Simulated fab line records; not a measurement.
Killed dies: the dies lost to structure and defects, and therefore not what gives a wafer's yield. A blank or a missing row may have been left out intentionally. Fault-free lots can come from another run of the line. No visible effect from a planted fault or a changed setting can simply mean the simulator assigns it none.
What tool caused it? / flow sky130 / 18 wafers from 6 lots sampled at 4 of the route's 708 steps

== WHAT THE GAUGES READ, wafer by wafer ==
SKY_PAD_OPEN_BOW_MEAS_13.
lot=L664; measured=day 45 17:25; on=filmMetro-01; PAD_OPEN_BOW (um)=43 44 46
lot=L667; measured=day 46 16:15; on=filmMetro-04; PAD_OPEN_BOW (um)=36 48 40
lot=L671; measured=day 47 11:47; on=filmMetro-01; PAD_OPEN_BOW (um)=31 46 60
lot=L673; measured=day 48 01:08; on=filmMetro-01; PAD_OPEN_BOW (um)=35 27 29
lot=L681; measured=day 50 06:37; on=filmMetro-02; PAD_OPEN_BOW (um)=64 55 50
lot=L686; measured=day 51 18:50; on=filmMetro-04; PAD_OPEN_BOW (um)=36 45 40

== WHICH TOOL RAN EACH LOT (tool, then ch and the chambers of the sampled wafers, then the start) ==
lot=L664; SKY_CONTACT_CMP_04=cmp-01 ch 0,2, day 30 09:23; SKY_METAL4_ETCH_16=rieMetal-02 ch 0,1, day 41 18:37; SKY_PASSIVATION_CVD_00=pecvd-03 ch 1,2, day 43 20:12
lot=L667; SKY_CONTACT_CMP_04=cmp-01 ch 0,2,3, day 31 14:29; SKY_METAL4_ETCH_16=rieMetal-02 ch 0,1, day 42 19:52; SKY_PASSIVATION_CVD_00=pecvd-03 ch 0,2, day 44 20:52
lot=L671; SKY_CONTACT_CMP_04=cmp-01 ch 0,1,3, day 32 18:05; SKY_METAL4_ETCH_16=rieMetal-02 ch 0,1, day 43 18:02; SKY_PASSIVATION_CVD_00=pecvd-03 ch 0,1, day 45 16:20
lot=L673; SKY_CONTACT_CMP_04=cmp-02 ch 0,2,3, day 33 10:52; SKY_METAL4_ETCH_16=rieMetal-01 ch 0,1, day 44 09:50; SKY_PASSIVATION_CVD_00=pecvd-03 ch 0,1, day 46 07:32
lot=L681; SKY_CONTACT_CMP_04=cmp-01 ch 0,2,3, day 36 19:14; SKY_METAL4_ETCH_16=rieMetal-04 ch 0,1, day 47 00:23; SKY_PASSIVATION_CVD_00=pecvd-04 ch 1,2, day 48 17:41
lot=L686; SKY_CONTACT_CMP_04=cmp-02 ch 0,1,3, day 39 07:31; SKY_METAL4_ETCH_16=rieMetal-01 ch 0,1, day 48 21:31; SKY_PASSIVATION_CVD_00=pecvd-02 ch 1,2, day 50 10:28
- SKY_CONTACT_CMP_04: polishes SiO2.
- SKY_METAL4_ETCH_16: etches BARC in N2/H2, stops on SiO2, time 88.2 s, target depth 60 nm.
- SKY_PASSIVATION_CVD_00: deposits SiO2, target thk 90 nm.

== THE ANSWER, worked out from the rows above alone ==
Rule: the lots themselves supply what counts as usual. Put in order of their means at a reading, lots are off if they are a third of the lots or fewer, leave a main group of 4 or more, and stand apart from it by a gap of 3 or more times the standard deviation of the main group's means; of several such gaps the widest counts. A main group is skipped when, at the precision printed for the reading in the tables above, its means are all equal. A lot without any number at a reading at which 4 lots or more have one is off too. The other lots that the step has rows for count as sound.
No lot is off at any reading shown: from this, nothing can be told.

== WHAT THE SIMULATOR HAD INSERTED ==
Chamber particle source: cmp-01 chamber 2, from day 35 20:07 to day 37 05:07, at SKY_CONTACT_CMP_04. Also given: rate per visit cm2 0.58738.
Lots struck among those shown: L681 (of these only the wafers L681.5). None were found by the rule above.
